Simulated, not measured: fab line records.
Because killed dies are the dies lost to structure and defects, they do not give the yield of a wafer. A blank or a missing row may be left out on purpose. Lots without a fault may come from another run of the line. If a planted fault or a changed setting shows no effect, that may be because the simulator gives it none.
fab line records ; flow sky130
record: lots: 4; wafers: 12; last-day: 50
route steps=708 shown LOCAL_INTERCONNECT@400 CONTACT@406 METAL1@434 PAD_OPEN@708
lots that met no fault: taken from a fault-free run of the same line
start-h: hours from the record's first day to the start of the lot's first wafer shown ; wait-h: how many hours have passed since the lot's step before this one ; " identical to the entry in the row above ; L1.1+2: a row that stands for several wafers ; - value missing, or start not given ; * or withheld: withheld ; < > ~ a bound
route shown NAME@n: NAME is a module with steps in the file, n the number in the route of the first one ; usual: mean and standard deviation over wafers with no fault ; same: alike in all rows ; chamber/n: place in a boat ; sites: per-site readings ; _std_site: how widely they spread, as a standard deviation ; _edge_site: mean of outer sites minus mean of inner sites ; radius-mm: how far each site lies from the wafer's centre ; mask NAME#n: copy n ; behind: tool/chamber where the wafer was last shaped ; hold: why the lot went on hold/how many hours it stayed there/how the hold came to an end ; device: whichever transistor did not switch (one of n, p or np) ; end of line: at the end of the route, the tests of the same wafers ; where a step has no rows: the recipe by itself ; killed: dies that structure and defects cost at the first sort, which is not the same as the wafer's yield ; map: dies across one wafer; x = killed, . = not, _ = none there
set.NAME: the setting that was run; set.NAME@STEP: the one run at that earlier step ; model.NAME: the simulator's own value behind a step, which no gauge read
a table for each step, a row for each wafer; lots at some steps of the route
services: when a tool's chamber went out of use (start-h, in hours from the record's first day, below 0 if earlier), for how many hours, and the reason
== steps ==
step: SKY_LOCAL_INTERCONNECT_ETCH_13
recipe: chemistry: N2/H2; target: BARC; ion-energy-ev: 200; bias-w: 100; pressure-mtorr: 30; n2-flow-sccm: 100; h2-flow-sccm: 200; icp-w: 500; stop-on: SiO2; time-s: 45.9; target-depth-a: 600
step: SKY_LOCAL_INTERCONNECT_METAL_ETCH_14
recipe: target-depth-nm: 110; stop-on: PSG; chemistry: Cl2/BCl3; target: TiN; resist-sidewall-deg: 88; pressure-mtorr: 10; icp-w: 900; bias-w: 48.5; Cl2_flow_sccm: 60; bcl3-flow-sccm: 30; time-s: 31.4
step: SKY_LOCAL_INTERCONNECT_STRIP_15
recipe: chemistry: O2/N2; power-w: 1400; pressure-mtorr: 1500; platen-temp-c: withheld; o2-flow-sccm: 3000; n2-flow-sccm: 300; overash-fraction: 0.5
step: SKY_LOCAL_INTERCONNECT_STRIP_16
recipe: chemistry: post-etch-residue-remover; time-s: 1200; temp-c: 72.5
step: SKY_LOCAL_INTERCONNECT_CLEAN_17
recipe: chemistry: IPA; time-s: 180; temp-c: 25
step: SKY_LOCAL_INTERCONNECT_CLEAN_18
recipe: chemistry: O3/DIW; dry: n2-spin
step: SKY_CONTACT_CVD_00
recipe: material: Si3N4; target-thk-nm: 75; temp-c: 400; time-s: withheld; rf-w: 450
step: SKY_CONTACT_HDPCVD_02
recipe: material: SiO2; target-thk-nm: 565; sigma-open-frac: 0.3; time-s: 94.2; temp-c: 600; sih4-flow-sccm: 60; pressure-mtorr: 6
step: SKY_CONTACT_CMP_04
recipe: material: SiO2; down-force-psi: 4; platen-rpm: 60; pad-velocity-m-s: 0.94248
usual: motor-current-A: 12.0/1.1; time-to-endpoint-s: 81/4.5
lot.wafer;tool;chamber;start-h;wait-h;motor-current-A;time-to-endpoint-s
L913.1;cmp-02;1;703.23;0.1;13.0;82
L913.3;cmp-02;2;703.23;0.1;13.6;76
L913.6;cmp-02;1;703.23;0.1;13.4;77
L925.3;cmp-02;0;799.89;0.2;12.8;86
L925.6;cmp-02;1;799.89;0.2;13.1;85
L925.5;cmp-02;2;799.89;0.2;13.4;81
L926.4;cmp-02;3;808.83;0.1;10.6;80
L926.6;cmp-02;2;808.83;0.1;13.8;83
L926.5;cmp-02;3;808.83;0.1;10.9;84
L935.4;cmp-02;0;873.04;0.1;13.5;88
L935.1;cmp-02;2;873.04;0.1;13.5;85
L935.5;cmp-02;0;873.04;0.1;12.3;95
step: SKY_CONTACT_DEHYDRATE_06
recipe: temp-c: 200; time-s: 60
step: SKY_CONTACT_HMDS_07
recipe: prime-time-s: 60; prime-temp-c: 120
step: SKY_CONTACT_COAT_08
recipe: resist: BARC; temp-c: withheld; time-s: withheld; spin-rpm: 3000; resist-thk-nm: 60
step: SKY_CONTACT_COAT_09
recipe: resist: KrF-thick; spin-rpm: 3000; resist-thk-nm: 450
step: SKY_CONTACT_SOFTBAKE_10
recipe: temp-c: 100; time-s: 90; resist: KrF-thick
step: SKY_CONTACT_EXPOSE_11
recipe: mask-id: CTM1; na: 0.8; source-shape: annular; sigma-inner: 0.55; sigma-outer: 0.85; target-cd-nm: 170; dose-mj: 38
step: SKY_CONTACT_PEB_12
recipe: peb-temp-c: withheld; peb-time-s: withheld; resist: KrF-thick
step: SKY_CONTACT_DEVELOP_13
recipe: develop-time-s: 60; resist: KrF-thick; dev-temp-c: 21
step: SKY_CONTACT_ETCH_16
recipe: chemistry: N2/H2; target: BARC; ion-energy-ev: 200; source-w: 500; bias-w: 100; pressure-mtorr: 30; n2-flow-sccm: 100; h2-flow-sccm: 200; stop-on: SiO2; time-s: 45.9; target-depth-a: 600
step: SKY_CONTACT_ETCH_17
recipe: target: SiO2; chemistry: C4F8/O2/Ar; stop-on: Si3N4; mask-material: KrF-thick; source-w: 1500; bias-w: 1200; pressure-mtorr: 40; c4f8-flow-sccm: withheld; O2_flow_sccm: 6; Ar_flow_sccm: 300; time-s: withheld; target-depth-a: 3400
step: SKY_CONTACT_ETCH_18
recipe: target: Si3N4; chemistry: CHF3/O2; stop-on: TiN; source-w: 600; bias-w: 200; pressure-mtorr: 40; chf3-flow-sccm: 50; O2_flow_sccm: 5; time-s: 39; target-depth-a: 750
step: SKY_CONTACT_STRIP_19
recipe: chemistry: O2/N2; power-w: 1400; pressure-mtorr: 1500; platen-temp-c: withheld; o2-flow-sccm: 3000; n2-flow-sccm: 300; overash-fraction: 0.5
step: SKY_CONTACT_STRIP_20
recipe: chemistry: post-etch-residue-remover; time-s: 1200; temp-c: 72.5
step: SKY_CONTACT_CLEAN_21
recipe: chemistry: IPA; time-s: 180; temp-c: 25
step: SKY_CONTACT_CLEAN_22
recipe: chemistry: O3/DIW; dry: n2-spin
step: SKY_CONTACT_SPUTTER_23
recipe: material: TiN; target-thk-nm: 20; chamber-pressure-pa: 5; power-w: 4000; time-s: 80
step: SKY_CONTACT_CVD_24
recipe: material: W; target-thk-nm: 340; time-s: 102.12; temp-c: 400; pressure-torr: 40
step: SKY_CONTACT_CMP_27
recipe: stop-on: SiO2; t-overpolish-s: 15; down-force-psi: 3.5; platen-rpm: 60; target-thk-nm: 0; pad-velocity-m-s: 0.94248
step: SKY_METAL1_SPUTTER_00
recipe: material: Ti; target-thk-nm: 15; power-w: 3000; time-s: 10; chamber-pressure-pa: 0.4
step: SKY_METAL1_SPUTTER_01
recipe: material: TiN; target-thk-nm: 20; power-w: 6500; time-s: 16.7; chamber-pressure-pa: 0.4
step: SKY_METAL1_SPUTTER_02
recipe: material: AlCu; target-thk-nm: 250; power-w: 10600; time-s: 13.3; chamber-pressure-pa: 0.4
step: SKY_METAL1_SPUTTER_03
recipe: material: Ti; target-thk-nm: 5; power-w: 3000; time-s: 3.3; chamber-pressure-pa: 0.4
step: SKY_METAL1_SPUTTER_04
recipe: material: TiN; target-thk-nm: 70; power-w: 6500; time-s: 58.3; chamber-pressure-pa: 0.4
step: SKY_PAD_OPEN_PROBE_99
usual: killed_at_M0_to_M3: 44/7.8; killed_at_M4_up: 3.1/1.7; killed-at-contacts: 25/5.1; killed-at-front-end: 15/4.4; killed-at-other: 0.5/0.68; killed-dies: 88/9.9; killed-on-rim: 17/3.9; killed-open: 48/6.9; killed-short: 39/6.5
same: gross-dies: 492; killed-at-back-side: 0
lot.wafer;tool;chamber;start-h;wait-h;killed_at_M0_to_M3;killed_at_M4_up;killed-at-contacts;killed-at-front-end;killed-at-other;killed-dies;killed-on-rim;killed-open;killed-short
L925.3;prober-01;-;1144.12;0.2;49;5;30;18;0;102;19;45;56
L925.5;prober-01;-;1144.22;0.2;39;3;192;10;0;244;44;39;33
L925.6;prober-01;-;1144.27;0.2;59;1;13;18;1;92;16;43;47
L926.4;prober-01;-;1149.07;0.2;42;7;26;18;0;93;22;48;45
L926.5;prober-01;-;1149.12;0.2;41;3;38;10;1;93;25;60;31
L926.6;prober-01;-;1149.17;0.2;35;1;220;15;0;271;52;32;38
killed by level:class
L925.3 CONTACT:geometric-particle:open=12 VIA1:geometric-particle:short=9 VIA1:geometric-particle:open=9 LOCAL_INTERCONNECT:geometric-particle:short=7 LI_CONTACT:geometric-particle:open=6 METAL1:geometric-particle:short=6 VIA2:geometric-particle:open=5 VIA2:geometric-particle:short=5
L925.5 CONTACT:unspecified=171 CONTACT:geometric-particle:open=9 VIA1:geometric-particle:open=8 LI_CONTACT:geometric-particle:open=6 VIA1:geometric-particle:short=6 CONTACT:geometric-particle:short=5 METAL1:geometric-particle:short=5 VIA2:geometric-particle:open=5
L925.6 VIA1:geometric-particle:open=12 METAL1:geometric-particle:short=10 VIA1:geometric-particle:short=10 VIA3:geometric-particle:open=10 METAL2:geometric-particle:short=7 POLY_GATE:geometric-particle:open=6 LOCAL_INTERCONNECT:geometric-particle:short=5 VIA2:geometric-particle:open=4
L926.4 VIA1:geometric-particle:open=13 CONTACT:geometric-particle:open=9 METAL2:geometric-particle:short=7 CONTACT:geometric-particle:short=6 FIELD_ISO:geometric-particle:short=5 METAL4:geometric-particle:short=5 LI_CONTACT:geometric-particle:open=5 VIA3:geometric-particle:open=4
L926.5 VIA1:geometric-particle:open=15 LI_CONTACT:geometric-particle:open=14 CONTACT:geometric-particle:open=13 LOCAL_INTERCONNECT:geometric-particle:short=7 VIA2:geometric-particle:open=5 METAL2:geometric-particle:short=5 FIELD_ISO:geometric-particle:short=4 VIA3:geometric-particle:open=4
L926.6 CONTACT:unspecified=200 VIA1:geometric-particle:open=10 CONTACT:geometric-particle:open=7 CONTACT:geometric-particle:short=6 METAL1:geometric-particle:short=5 METAL3:geometric-particle:short=5 SPACER:geometric-particle:short=4 LI_CONTACT:geometric-particle:open=4
map L925.5 (x killed, . not)
__________x..x.x...._________
________x..xxxx.xxx.xx_______
______.x.x.xx.xx.x...x.x_____
_____.xxxx..x.x.xxxxxx...____
____.xxxx.x.xx..xxxx.x.xx.___
___.x.xx..xx.x.x.x.x...xx.x__
__x.xx.x..xx.xxx...x.x.xxx.._
_....x...xx......xx.x...xx..x
_..xxxx.xxxx.x..xx...x..xx...
_x.xxx.x...x.xxxxxxx...x...x.
_x.xx....x.x......xxxxx....x.
_x....x.xxx.x..xx.xx.xxx....x
_.xx..x..x....xxxx..xxx...xxx
_.x.......x.xxxx...x..xx...x.
_x..xx....x..x.xx....x.xx..x.
__xx.x.xx...x.xx.x.x...x..xx_
___x..x..xx.x..x.x.x..xxxxx__
____.x.xx.xxx.xxxxx....xx.___
_____..xxx.x..x.xxx.xxx.x____
______..x.x...xxx.x..x.x_____
________.xxxxx.x.x.x.._______
__________.x.xx.xx.._________
map L926.6 (x killed, . not)
__________xx.xxxxxxx_________
________xxxx.xx..xx.x._______
______.x.xxxx.xx..xxxxxx_____
_____x.xxx.x..xxxx.......____
____xx.xx...xx....x...xx..___
___...xxxxxx.xxxxx.........__
__x.x..x.x..xxx.x..xxxxxxxxx_
_xxx..x..x..x.x.xx..x.xxxx...
_xx...x..xxxxxxxxxx.xx.x.xx.x
_xxx....x.xx.x..xxx.x..xxxx..
_x.xxx.x.xxxxxxx....xxxx..x..
_x.xxx.xxx.x..xx..x..x.xx.x.x
_.xxxxxxx.xx.xxxxx.xx.x..xxxx
_.x.x.xxx.x..x.xxx.xx....x.xx
_x........xx.xxxxx.x.xxxxxxxx
__xx...x.x.x....x..xx..x.xxx_
___.x...xxxx..xx...xx.x.xx.__
____.x.xx..x.xx.xx...x.x.x___
_____.xxx.......xxx.....x____
______...x.x.xxxxxxx..x._____
________.x....xxx....._______
__________.xx..xx..._________
== services ==
tool;chamber;start-h;hours;kind
cmp-02;-;791.19;3.8;pm
cmp-02;-;809.20;2.6;repair
cmp-02;-;838.10;2.8;repair
== key ==
first-sign: step: SKY_PAD_OPEN_PROBE_99; reading: killed-at-contacts; direction: up; sigmas: 35; usual: 25; struck: 206
effect: step: SKY_PAD_OPEN_PROBE_99; reading: killed-dies; direction: up; sigmas: 17; usual: 88; struck: 258
met-at SKY_CONTACT_CMP_04
struck-wafers L925.5,L926.6
tester-left-out L925,L926
onset-between 703.23 799.89
fault: kind: chamber-particle-source; tool: cmp-02; chamber: 2; onset-h: 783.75; steps: SKY_CONTACT_CMP_04; rate-per-visit-cm2: 1.0157; end-h: 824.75
tester-left-out: of these lots the tester's yield and bins aren't shown, on N5 and GAA mostly nor the transistor test; their killed dies are dies lost to structure and defects alone, not to doping, threshold or leakage, so they don't give the yield
